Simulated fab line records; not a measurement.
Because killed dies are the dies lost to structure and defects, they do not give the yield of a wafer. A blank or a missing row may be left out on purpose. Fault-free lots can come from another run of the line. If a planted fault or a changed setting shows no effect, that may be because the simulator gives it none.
A lot that was struck, set against a sound lot | flow sky130 | 18 steps out of a route of 708
Sound: wafers L389.1, L389.3, L389.4. Wafers struck: L393.2, L393.4, L393.5. The cause is named last.
For every step that has rows: the tool of each side, followed by ch and its chambers, followed by its first start. Under that, the readings that differ: sound wafers | struck wafers | difference of the means | sigmas: that difference in standard deviations of wafers without a fault.
alike: a reading whose means differ by less than 2 such deviations, as well as words and numbers matching on both sides. not compared: withheld readings; readings where some wafer has no value; bounds like >300 that might hide an equal value; numbers whose values overlap and for which the record gives no deviation.
Wherever a step has rows on one side only, a row that says differs or no value, or a row with sigmas, the two part there. Numbers that don't overlap but have no deviation are shown without sigmas and don't part them. Lack of a reading on every wafer of one side parts them only where that side has two or more wafers.

first, 3 steps without rows for these wafers: SKY_SONOS_ONO_WET_ETCH_18 (etches Si3N4 in H3PO4, target depth 15 nm, time 172 s); SKY_GATE_OXIDE_CLEAN_00 (cleans in SC1/SC2, time 150 s); SKY_GATE_OXIDE_OXIDATION_01 (stabilise 600 s, purge 300 s, target thk 10.268 nm).
SKY_GATE_OXIDE_THK_MEAS_02:
  sound: film metro-01 at day 15 10:31; struck: film metro-01 at day 16 05:55
  alike: GATE_OXIDE_OXIDATION_00_THK
then, 7 steps without rows for these wafers: SKY_GATE_OXIDE_DEHYDRATE_03 (time 60 s); SKY_GATE_OXIDE_HMDS_04 (prime time 60 s); SKY_GATE_OXIDE_COAT_05 (resist thk 1140 nm); SKY_GATE_OXIDE_SOFTBAKE_06 (time 60 s); SKY_GATE_OXIDE_EXPOSE_07 (exposes mask LVOM, target cd 600 nm); SKY_GATE_OXIDE_PEB_08; SKY_GATE_OXIDE_DEVELOP_09 (develop time 60 s).
SKY_GATE_OXIDE_OVL_MEAS_10:
  sound: overlay-02 at day 16 14:16; struck: overlay-01 at day 17 09:54
  alike: GATE_OXIDE_OVL
SKY_GATE_OXIDE_IMPLANT_11:
  sound on implanter-04 ch 0, day 16 14:19; struck on implanter-04 ch 0, day 17 09:58
  reading            | sound                         | struck                           | difference  | sigmas
  dose ions cm2      | 2.6e+12 2.6035e+12 2.5959e+12 | 1.6257e+12 1.6256e+12 1.6227e+12 | -9.7513e+11 | -99 or more
  faraday current uA | 14.78 14.62 14.91             | 8.87 8.98 9.35                   | -5.70       | -20
then, 1 step without rows for these wafers: SKY_GATE_OXIDE_WET_ETCH_12 (etches SiO2 in dHF, target depth 16.8 nm, time 336 s).
SKY_GATE_OXIDE_STRIP_13: strips in O2/N2.
  sound on plasma asher-01 ch 0,1, day 16 14:34; struck on plasma asher-03 ch 0,1, day 17 10:11
  alike: drypump motor current A, oes product au, strip time to endpoint s
  not compared: rf hours counter h
SKY_GATE_OXIDE_TW_MEAS_14:
  sound: film metro-02 at day 16 14:40; struck: film metro-01 at day 17 10:18
  reading       | sound             | struck            | difference | sigmas
  GATE_OXIDE_TW | 223.3 223.2 223.4 | 196.2 196.6 196.3 | -26.9      | -27
then, 1 step without rows for these wafers: SKY_GATE_OXIDE_CLEAN_15 (cleans in SC1/SC2, time 150 s).
-- a jump in the record: the struck wafers' starts before and after are 31 days apart (it breaks off in module GATE_OXIDE and resumes in module PAD_OPEN, where the first step shown is number 708 of the route) --
SKY_PAD_OPEN_PROBE_99:
  sound: prober-01 at day 47 21:46; struck: prober-02 at day 48 04:08
  reading                                   | sound             | struck            | difference | sigmas
  model.etest.tip p.rs ohm sq               | 6738 6719 6742    | 7160 7125 7178    | +421       |
  model.etest.pfet_01v8.r on ohm um         | 2906 2862 2940    | 3116 3157 3165    | +243       |
  model.etest.nfet_01v8_lvt.drive ua um     | 572 560.6 562.5   | 633.6 628.6 632.7 | +66.6      |
  model.etest.nfet_01v8.drive ua um         | 504.3 491.2 490.4 | 551.6 546.5 552.6 | +54.9      |
  model.etest.nfet_01v8_turned.drive ua um  | 507.2 499.2 493.7 | 554.4 545.4 557.5 | +52.4      |
  model.etest.nfet_01v8_swapped.drive ua um | 505.4 490.6 493.4 | 550.3 549 556.1   | +55.3      |
  model.etest.sram nfet pass.drive ua um    | 472.3 473.2 479.2 | 545.5 536.5 530.4 | +62.6      |
  model.etest.nfet_01v8.r on ohm um         | 841.6 840.8 861.1 | 792.4 796.4 780.6 | -58.0      |
  alike: killed_at_M0_to_M3, killed_at_M4_up, killed at contacts, killed at front end, killed at other, killed dies, killed open, killed short

== WHERE THEY PART ==
Last at SKY_GATE_OXIDE_TW_MEAS_14 as far as this record goes, first at SKY_GATE_OXIDE_IMPLANT_11. Later steps at which nothing parts them and some readings are alike: SKY_PAD_OPEN_PROBE_99.

WHY: whatever the simulator had introduced
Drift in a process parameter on implanter-04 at SKY_GATE_OXIDE_IMPLANT_11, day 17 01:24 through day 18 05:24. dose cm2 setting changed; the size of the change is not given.
